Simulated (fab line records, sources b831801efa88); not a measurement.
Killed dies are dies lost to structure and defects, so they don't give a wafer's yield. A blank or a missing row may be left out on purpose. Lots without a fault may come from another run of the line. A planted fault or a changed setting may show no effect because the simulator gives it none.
Which tool did it? | flow gf180mcu | 11 lots, 33 wafers sampled, at 6 steps of a route of 602

WHAT THE GAUGES READ, wafer by wafer
GF_V1_BOW_MEAS_05. Usual: V1_BOW 82 um, standard deviation 7.3.
lot  | measured     | on            | V1_BOW (um) | flag
L311 | day 17 17:10 | film_metro-03 | 80 88 82    |
L312 | day 18 03:58 | film_metro-01 | 96 81 83    |
L317 | day 19 15:00 | film_metro-03 | 76 71 79    |
L318 | day 20 07:10 | film_metro-02 | 79 84 84    |
L323 | day 22 01:30 | film_metro-03 | 85 86 81    |
L324 | day 22 09:15 | film_metro-01 | 82 76 84    |
L325 | day 22 17:17 | film_metro-03 | 78 75 78    |
L328 | day 23 21:03 | film_metro-02 | 89 84 84    |
L329 | day 24 02:09 | film_metro-02 | 76 98 87    |
L330 | day 24 06:34 | film_metro-02 | 79 82 93    |
L332 | day 25 00:37 | film_metro-01 | 85 83 82    |

GF_M2_RS_MEAS_05: measures by four-point-probe. Usual: M2_ALCU_RS 0.0673 ohm/sq, standard deviation 0.00078.
lot  | measured     | on            | M2_ALCU_RS (ohm/sq)                       | flag
L311 | day 18 18:43 | film_metro-03 | 0.0681 0.0676 0.0679                      |
L312 | day 19 05:24 | film_metro-03 | 0.0680 0.0680 0.0678                      |
L317 | day 20 17:14 | film_metro-02 | 0.1016 0.1023 0.1015 0.1017 0.1026 0.1016 | OFF
L318 | day 21 08:16 | film_metro-02 | 0.0993 0.0999 0.1009 0.0992 0.0998 0.1010 | OFF
L323 | day 23 02:58 | film_metro-03 | 0.0671 0.0665 0.0666                      |
L324 | day 23 10:14 | film_metro-02 | 0.0664 0.0664 0.0657                      |
L325 | day 23 17:54 | film_metro-03 | 0.0664 0.0669 0.0673                      |
L328 | day 24 21:10 | film_metro-02 | 0.0660 0.0675 0.0662                      |
L329 | day 25 02:01 | film_metro-04 | 0.0668 0.0681 0.0668                      |
L330 | day 25 06:16 | film_metro-03 | 0.0677 0.0674 0.0665                      |
L332 | day 25 23:08 | film_metro-03 | 0.0663 0.0669 0.0660                      |

GF_M2_THK_MEAS_06: measures by xrf. Usual: M2_ALCU_THK 471 nm, standard deviation 5.5.
lot  | measured     | on            | M2_ALCU_THK (nm)        | flag
L311 | day 18 18:50 | film_metro-03 | 467 467 468             |
L312 | day 19 05:31 | film_metro-03 | 468 466 467             |
L317 | day 20 22:11 | film_metro-02 | 358 356 357 357 355 356 | OFF
L318 | day 21 10:31 | film_metro-02 | 363 364 360 361 361 358 | OFF
L323 | day 23 03:04 | film_metro-03 | 469 475 475             |
L324 | day 23 10:21 | film_metro-02 | 479 479 482             |
L325 | day 23 18:01 | film_metro-03 | 476 474 469             |
L328 | day 24 21:17 | film_metro-02 | 478 471 479             |
L329 | day 25 02:08 | film_metro-04 | 474 465 475             |
L330 | day 25 06:23 | film_metro-03 | 470 473 478             |
L332 | day 25 23:15 | film_metro-03 | 479 477 483             |

GF_V2_THK_MEAS_03. Usual: V2_CVD_02_THK 850 nm, standard deviation 12.
lot  | measured     | on            | V2_CVD_02_THK (nm) | flag
L311 | day 19 20:20 | film_metro-03 | 847 836 854        |
L312 | day 20 08:10 | film_metro-04 | 844 858 854        |
L317 | day 21 18:38 | film_metro-04 | 847 823 850        |
L318 | day 22 09:26 | film_metro-03 | 850 867 858        |
L323 | day 24 02:34 | film_metro-03 | 830 831 858        |
L324 | day 24 09:26 | film_metro-03 | 841 830 849        |
L325 | day 24 16:37 | film_metro-04 | 821 855 839        |
L328 | day 25 19:19 | film_metro-01 | 842 833 852        |
L329 | day 25 23:34 | film_metro-04 | 854 872 871        |
L330 | day 26 04:15 | film_metro-04 | 852 855 862        |
L332 | day 26 21:11 | film_metro-03 | 854 861 851        |

WHICH TOOL RAN EACH LOT (tool, then ch and the chambers of the sampled wafers, then the start)
lot  | GF_M2_SPUTTER_02             | GF_M2_STRIP_17
L311 | pvd_sputter-04, day 18 18:38 | plasma_asher-01 ch 0,1, day 19 19:35
L312 | pvd_sputter-02, day 19 05:19 | plasma_asher-04 ch 0, day 20 06:56
L317 | pvd_sputter-02, day 20 17:08 | plasma_asher-02 ch 0,1, day 21 17:53
L318 | pvd_sputter-02, day 21 08:08 | plasma_asher-01 ch 0,1, day 22 08:42
L323 | pvd_sputter-04, day 23 02:51 | plasma_asher-02 ch 0,1, day 24 01:23
L324 | pvd_sputter-01, day 23 10:08 | plasma_asher-01 ch 0,1, day 24 08:38
L325 | pvd_sputter-04, day 23 17:49 | plasma_asher-01 ch 0,1, day 24 15:53
L328 | pvd_sputter-04, day 24 21:05 | plasma_asher-04 ch 0,1, day 25 18:35
L329 | pvd_sputter-04, day 25 01:56 | plasma_asher-01 ch 0,1, day 25 22:47
L330 | pvd_sputter-04, day 25 06:11 | plasma_asher-02 ch 0,1, day 26 03:31
L332 | pvd_sputter-04, day 25 23:02 | plasma_asher-04 ch 0,1, day 26 20:22
- GF_M2_SPUTTER_02: material AlCu, target thk 450 nm, time 23.9 s.
- GF_M2_STRIP_17: strips in O2/N2.

WHAT THE TOOLS THEMSELVES READ (means of the sampled wafers that have a number; where no wafer has one, the mark that the record gives instead)
GF_M2_SPUTTER_02. Usual: chamber_pressure_pa 0.4000 Pa, standard deviation 0.00088; throttle_valve_pct 30.8 %, standard deviation 1.1.
lot  | tool           | chamber_pressure_pa (Pa) | throttle_valve_pct (%) | flag
L311 | pvd_sputter-04 | 0.3996                   | 30.9                   |
L312 | pvd_sputter-02 | 0.3995                   | 29.5                   |
L317 | pvd_sputter-02 | 0.3997                   | 29.9                   |
L318 | pvd_sputter-02 | 0.4001                   | 30.0                   |
L323 | pvd_sputter-04 | 0.3995                   | 30.4                   |
L324 | pvd_sputter-01 | 0.4008                   | 31.7                   |
L325 | pvd_sputter-04 | 0.4000                   | 31.0                   |
L328 | pvd_sputter-04 | 0.3999                   | 30.8                   |
L329 | pvd_sputter-04 | 0.4012                   | 30.6                   |
L330 | pvd_sputter-04 | 0.3998                   | 30.8                   |
L332 | pvd_sputter-04 | 0.3999                   | 30.7                   |

GF_M2_STRIP_17. Usual: drypump_motor_current_A 5.5 A, standard deviation 0.53; heater_power_w 359 W, standard deviation 20; oes_product_au 0.537 a.u., standard deviation 0.0049; strip_time_to_endpoint_s 7.38 s, standard deviation 0.053.
lot  | tool            | drypump_motor_current_A (A) | heater_power_w (W) | oes_product_au (a.u.) | strip_time_to_endpoint_s (s) | flag
L311 | plasma_asher-01 | 5.4                         | 354                | 0.537                 | 7.42                         |
L312 | plasma_asher-04 | 5.1                         | 365                | 0.538                 | 7.46                         |
L317 | plasma_asher-02 | 5.2                         | 361                | 0.542                 | 7.35                         |
L318 | plasma_asher-01 | 5.3                         | 340                | 0.541                 | 7.38                         |
L323 | plasma_asher-02 | 5.7                         | 343                | 0.537                 | 7.43                         |
L324 | plasma_asher-01 | 5.3                         | 343                | 0.542                 | 7.38                         |
L325 | plasma_asher-01 | 5.3                         | 340                | 0.534                 | 7.37                         |
L328 | plasma_asher-04 | 5.8                         | 369                | 0.533                 | 7.33                         |
L329 | plasma_asher-01 | 5.5                         | 358                | 0.535                 | 7.34                         |
L330 | plasma_asher-02 | 5.7                         | 342                | 0.538                 | 7.43                         |
L332 | plasma_asher-04 | 5.4                         | 365                | 0.532                 | 7.32                         |

THE ANSWER, worked out from the rows above alone
Rule: a lot is off if the mean of its wafers that have a number lies more than 3 standard deviations from the usual mean. A lot without any number at a reading at which 4 lots or more have one is off too. The other lots that the step has rows for count as sound. The gauges are gone through in route order, then the tools' own readings, and for those a lot's mean is taken as printed above. The first step at which some lot is off is used, and at that step the reading that is off furthest; a lot without a number counts as furthest.
Off: L317, L318, at GF_M2_RS_MEAS_05 (M2_ALCU_RS).
A tool fits if, at a process step before that reading, it ran every lot that is off, and no sound lot after the first of them. The gauges at GF_M2_RS_MEAS_05 are tried like those tools. One fits: pvd_sputter-02 at GF_M2_SPUTTER_02. Its last sound lot is L312 (day 19 05:19), its first lot that is off L317 (day 20 17:08): a fault that began between those two fits.

WHAT THE SIMULATOR HAD PUT IN
Site profile drift: pvd_sputter-02, from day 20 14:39 on, at GF_M2_SPUTTER_02. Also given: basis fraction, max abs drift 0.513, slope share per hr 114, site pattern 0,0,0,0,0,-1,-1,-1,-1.
Lots struck among those shown: L317, L318. The rule above found the same.
